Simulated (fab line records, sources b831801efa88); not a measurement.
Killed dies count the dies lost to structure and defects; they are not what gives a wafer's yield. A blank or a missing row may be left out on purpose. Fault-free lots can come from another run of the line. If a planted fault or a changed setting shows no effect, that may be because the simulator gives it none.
The tool behind it: which one? ; flow sfq-line ; 39 wafers sampled from 13 lots at 1 step of a route of 325

WHAT EACH GAUGE READ, for each wafer
Not one reading of a measure or inspect step in the record can be checked against a usual standard deviation.

WHICH TOOL RAN EACH LOT (tool, then ch and the chambers of the sampled wafers, then the start)
lot;SFQ_TRILAYER_I3_VIA_BARC_OPEN_VIA_ETCH_121
L704;rie-diel-04 ch 1,2, day 30 15:18
L706;rie-diel-04 ch 1,2,3, day 31 16:58
L707;rie-diel-04 ch 0,3, day 34 08:34
L708;rie-diel-03 ch 0,1,2, day 34 10:58
L709;rie-diel-04 ch 0,1,3, day 34 14:34
L710;rie-diel-02 ch 1,2,3, day 34 21:46
L711;rie-diel-04 ch 0,3, day 38 08:48
L713;rie-diel-02 ch 0,1, day 38 14:01
L715;rie-diel-02 ch 0,1,2, day 38 18:49
L718;rie-diel-04 ch 0,1, day 39 01:56
L721;rie-diel-03 ch 0,1,2, day 39 09:11
L725;rie-diel-03 ch 0,3, day 39 20:20
L727;rie-diel-04 ch 1,2,3, day 40 03:08
- SFQ_TRILAYER_I3_VIA_BARC_OPEN_VIA_ETCH_121: etches BARC in O2, target depth 125 nm, time 41.7 s.

WHAT THE TOOLS THEMSELVES READ (means of the sampled wafers that have a number; where no wafer has one, the mark that the record gives instead)
SFQ_TRILAYER_I3_VIA_BARC_OPEN_VIA_ETCH_121.
lot;tool;drypump-motor-current-A (A);oes-product-au (a.u.);run-length-s (s)
L704;rie-diel-04;5.9;0.680;69.8
L706;rie-diel-04;6.1;0.678;70.0
L707;rie-diel-04;6.4;0.682;70.5
L708;rie-diel-03;6.0;0.680;69.7
L709;rie-diel-04;6.1;0.688;70.2
L710;rie-diel-02;5.7;0.683;70.4
L711;rie-diel-04;6.3;0.690;70.3
L713;rie-diel-02;5.5;0.686;70.2
L715;rie-diel-02;5.8;0.682;70.2
L718;rie-diel-04;6.0;0.686;70.0
L721;rie-diel-03;6.0;0.683;69.5
L725;rie-diel-03;5.4;0.679;69.6
L727;rie-diel-04;6.1;0.629;81.5

THE ANSWER, worked out from the rows above alone
Rule: usual is defined by the lots themselves. Put in order of their means at a reading, lots are off if they are a third of the lots or fewer, leave a main group of 4 or more, and stand apart from it by a gap of 3 or more times the standard deviation of the main group's means; of several such gaps the widest counts. A main group whose means are all the same, to the digits that the tables above print for the reading, isn't used. A lot without any number at a reading at which 4 lots or more have one is off too. All remaining lots with rows at the step are treated as sound. Order of review: gauges by route order, followed by the tools' own readings, for which a lot's mean as printed above is used. At the first step where some lot is off, the reading lying furthest off is the one used; lots without a number count as furthest.
Off: L727, at SFQ_TRILAYER_I3_VIA_BARC_OPEN_VIA_ETCH_121 (run-length-s). Main group: mean 70.0 s, sd 0.31.
If a tool, at that step or one of the process steps before it, ran each lot that is off and ran no sound lot following the first of them, it fits. One fits: rie-diel-04 at SFQ_TRILAYER_I3_VIA_BARC_OPEN_VIA_ETCH_121. Its last sound lot is L718 (day 39 01:56), its first lot that is off L727 (day 40 03:08): a fault that began between those two fits.
The tool's own readings at SFQ_TRILAYER_I3_VIA_BARC_OPEN_VIA_ETCH_121 bear it out: on the lots that are off they differ by more than 5 times the standard deviation of the sound lots' means. oes-product-au reads 0.629 a.u. there against 0.683 a.u. on the sound lots; run-length-s reads 81.5 s there against 70.0 s on the sound lots.

WHAT THE SIMULATOR HAD INSERTED
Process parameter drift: rie-diel-04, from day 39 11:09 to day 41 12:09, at SFQ_TRILAYER_I3_VIA_BARC_OPEN_VIA_ETCH_121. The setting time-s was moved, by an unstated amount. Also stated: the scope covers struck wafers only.
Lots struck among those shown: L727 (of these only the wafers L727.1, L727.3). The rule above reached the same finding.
